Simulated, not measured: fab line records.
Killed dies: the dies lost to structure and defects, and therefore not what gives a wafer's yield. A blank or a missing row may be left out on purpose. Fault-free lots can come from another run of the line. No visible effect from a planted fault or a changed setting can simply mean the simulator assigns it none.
Split-lot study	flow sfq line	23 wafers read from 5 lots, route of 325 steps

ON THE SPLIT
At SFQ_TRILAYER_M2_LITHO_COAT_057 (resist thk 600 nm), the setting spin rpm was moved away from the recipe's 3000 rpm on 8 of the 23 wafers read, by +2.7% to +6.6%. All remaining wafers had this setting at the recipe value.

The reading comes from the split's own step.

THE READING
KrF_of_TRILAYER_M2_LITHO_COAT_057.thk nm (the simulator's own value, which no gauge read), in nm, at SFQ_TRILAYER_M2_LITHO_COAT_057 (resist thk 600 nm). There is no usual value for it anywhere in the file. The 15 wafers here that ran the recipe average 601.1 nm, standard deviation 0.91 nm.

wafer	tool, chamber at the split	spin rpm as run, rpm	against the recipe	KrF_of_TRILAYER_M2_LITHO_COAT_057.thk nm, nm	against lot-mates on the recipe
L075.1	litho track-02, 0	3197	+6.6%	581.3	-19.8
L075.2	litho track-02, 0	3197	+6.6%	582	-19.0
L075.3	litho track-02, 0	3197	+6.6%	582.8	-18.2
L075.5	litho track-02, 0	3000	recipe	602.2	-
L075.6	litho track-02, 0	3000	recipe	599.9	-
L077.1	litho track-02, 0	3000	recipe	601.3	-
L077.2	litho track-02, 0	3000	recipe	600.3	-
L077.4	litho track-02, 0	3000	recipe	600.7	-
L077.5	litho track-02, 0	3082	+2.7%	592.1	-8.7
L077.6	litho track-02, 0	3082	+2.7%	593.1	-7.7
L079.2	litho track-02, 0	3000	recipe	601.4	-
L079.4	litho track-02, 0	3000	recipe	600.9	-
L079.5	litho track-02, 0	3000	recipe	599.9	-
L083.1	litho track-04, 0	3000	recipe	602.2	-
L083.2	litho track-04, 0	3000	recipe	601.3	-
L083.3	litho track-04, 0	3000	recipe	601.1	-
L083.4	litho track-04, 0	3000	recipe	602.4	-
L083.6	litho track-04, 0	3000	recipe	602.4	-
L084.1	litho track-01, 0	3130	+4.3%	587.6	-12.3
L084.2	litho track-01, 0	3000	recipe	599.9	-
L084.4	litho track-01, 0	3000	recipe	599.9	-
L084.3	litho track-01, 0	3130	+4.3%	588.6	-11.3
L084.5	litho track-01, 0	3130	+4.3%	587	-12.9

THE FIT
A straight line over all 23 wafers: KrF_of_TRILAYER_M2_LITHO_COAT_057.thk nm changes by -2.95 nm for each +1% of spin rpm; r = -0.99; the points scatter about the line by 0.9 nm.
The same after taking each lot's own level away (the mean of its wafers on the recipe; 23 wafers): -2.88 nm for each +1%; r = -1.00; scatter 0.67 nm.
According to that fit, moving spin rpm by its largest amount changes the reading by 19 nm.
Across the lots, their own levels run from 599.90 to 601.88 nm, a range of 2.2 times the standard deviation given above.
So the lot-to-lot level changes the slope little: the two slopes agree.
Check: -18.7 nm against its lot-mates is what the line predicts for one of the wafers moved furthest among these (+6.6%) when that wafer is left out of the fit. Against them it came out at -19.8 nm.

ADDITIONAL SPLITS CARRIED BY THESE WAFERS
Before the reading, these wafers also passed through other splits. Each is held against what the fit with the lots' levels taken away leaves over:
other split on the same wafers	wafers away from the commonest value	r with KrF_of_TRILAYER_M2_LITHO_COAT_057.thk nm (lot level and that fit taken away)
SFQ_TRILAYER_INCOMING_OXIDATION_002 temp c	18	-0.15
SFQ_TRILAYER_L0_VIA_LITHO_COAT_013 resist thk nm	6	+0.04
SFQ_TRILAYER_M0_LITHO_COAT_026 resist thk nm	10	+0.06
SFQ_TRILAYER_M0_LITHO_PEB_024 peb temp c	7	+0.08
SFQ_TRILAYER_M0_ETCH_METAL_ETCH_024 time s	7	+0.01
SFQ_TRILAYER_I0_VIA_LITHO_COAT_036 resist thk nm	10	-0.35
SFQ_TRILAYER_M1_LITHO_COAT_039 resist thk nm	9	-0.02
SFQ_TRILAYER_M1_BARC_OPEN_METAL_ETCH_054 bias w	9	+0.20
SFQ_TRILAYER_I1_VIA_LITHO_COAT_054 resist thk nm	6	-0.10
SFQ_TRILAYER_I1_VIA_BARC_OPEN_VIA_ETCH_071 source w	5	+0.00

THE FILE'S OWN FIT
KrF_of_TRILAYER_M2_LITHO_COAT_057.thk nm changes by -2.88 nm for each +1% of spin rpm, r = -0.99.
